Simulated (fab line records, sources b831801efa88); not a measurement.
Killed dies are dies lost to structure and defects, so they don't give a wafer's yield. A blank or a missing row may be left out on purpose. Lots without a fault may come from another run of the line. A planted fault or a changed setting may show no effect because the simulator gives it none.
Tool commonality check | flow sfq_line | 14 lots, 42 wafers sampled

WHY IT WAS OPENED
At SFQ_M4_RS_MEAS_924 the reading M4_NB_RS is flagged on 2 of 14 lots. Wafers without a fault read 0.884 ohm/sq, standard deviation 0.011.
Rule: a lot is flagged when every wafer of it that has a number lies more than 4 standard deviations from that mean, or none has a number. The other lots count as sound.

lot  | measured     | on            | M4_NB_RS (ohm/sq), wafer by wafer | flag
L672 | day 32 23:41 | film_metro-03 | 0.858 0.887 0.878                 |
L675 | day 34 04:24 | film_metro-01 | 0.887 0.882 0.870                 |
L676 | day 34 15:10 | film_metro-03 | 0.874 0.886 0.885                 |
L677 | day 34 22:22 | film_metro-04 | 0.745 0.735 0.743                 | FLAGGED
L678 | day 35 05:36 | film_metro-03 | 0.737 0.740 0.739                 | FLAGGED
L685 | day 37 14:08 | film_metro-04 | 0.863 0.881 0.860                 |
L686 | day 37 22:31 | film_metro-04 | 0.888 0.876 0.870                 |
L687 | day 38 03:57 | film_metro-03 | 0.894 0.894 0.888                 |
L688 | day 38 12:19 | film_metro-04 | 0.872 0.866 0.879                 |
L689 | day 39 03:56 | film_metro-04 | 0.880 0.903 0.884                 |
L690 | day 39 11:08 | film_metro-01 | 0.885 0.878 0.893                 |
L691 | day 39 14:43 | film_metro-03 | 0.900 0.882 0.887                 |
L692 | day 39 19:32 | film_metro-01 | 0.869 0.893 0.891                 |
L693 | day 40 07:19 | film_metro-01 | 0.881 0.898 0.883                 |
The numbers of the flagged lots are 0.740 ohm/sq on average: -0.144 ohm/sq against the usual, or -13 standard deviations.

WHICH TOOL RAN EACH LOT
The record holds 1 process step before the reading, out of a route of 325 steps. In each cell: the tool, then ch and the chambers that the sampled wafers went through, then the start.
lot  | flag    | SFQ_TRILAYER_M4_DEP_SPUTTER_091
L672 |         | pvd_sputter-03, day 32 23:34
L675 |         | pvd_sputter-05, day 34 04:16
L676 |         | pvd_sputter-05, day 34 15:04
L677 | FLAGGED | pvd_sputter-05, day 34 22:16
L678 | FLAGGED | pvd_sputter-05, day 35 05:28
L685 |         | pvd_sputter-03, day 37 14:01
L686 |         | pvd_sputter-03, day 37 22:25
L687 |         | pvd_sputter-05, day 38 03:49
L688 |         | pvd_sputter-03, day 38 12:13
L689 |         | pvd_sputter-04, day 39 03:50
L690 |         | pvd_sputter-04, day 39 11:01
L691 |         | pvd_sputter-05, day 39 14:37
L692 |         | pvd_sputter-04, day 39 19:25
L693 |         | pvd_sputter-05, day 40 07:14
What these steps do:
- SFQ_TRILAYER_M4_DEP_SPUTTER_091: material Nb, target thk 200 nm, time 133.3 s.
- SFQ_M4_RS_MEAS_924: measures by four-point-probe.

FLAGGED OVER TOTAL, TOOL BY TOOL (the gauges that took the reading come last)
step                            | tool           | lots run | flagged | share of the flagged lots | sound lots run after its first flagged lot
SFQ_TRILAYER_M4_DEP_SPUTTER_091 | pvd_sputter-03 | 4        | 0       | none                      | -
SFQ_TRILAYER_M4_DEP_SPUTTER_091 | pvd_sputter-04 | 3        | 0       | none                      | -
SFQ_TRILAYER_M4_DEP_SPUTTER_091 | pvd_sputter-05 | 7        | 2       | all                       | 3 (L687,L691,L693)
SFQ_M4_RS_MEAS_924              | film_metro-01  | 4        | 0       | none                      | -
SFQ_M4_RS_MEAS_924              | film_metro-03  | 5        | 1       | some                      | 2 (L687,L691)
SFQ_M4_RS_MEAS_924              | film_metro-04  | 5        | 1       | some                      | 4 (L685,L686,L688,L689)

WHAT THE TABLE ALLOWS
1 row of the table ran every flagged lot: pvd_sputter-05 at SFQ_TRILAYER_M4_DEP_SPUTTER_091.
- pvd_sputter-05 at SFQ_TRILAYER_M4_DEP_SPUTTER_091: 2 of its 7 lots flagged. Sound lots ran on it after the first flagged one (L687, L691, L693), which a lasting fault on the whole tool wouldn't allow. Its own readings lie more than 4 standard deviations out on every wafer of the flagged lots: cathode_dc_power_W.
No row of the table ran every flagged lot and no sound lot after the first.

WHAT THE SIMULATOR HAD PUT IN
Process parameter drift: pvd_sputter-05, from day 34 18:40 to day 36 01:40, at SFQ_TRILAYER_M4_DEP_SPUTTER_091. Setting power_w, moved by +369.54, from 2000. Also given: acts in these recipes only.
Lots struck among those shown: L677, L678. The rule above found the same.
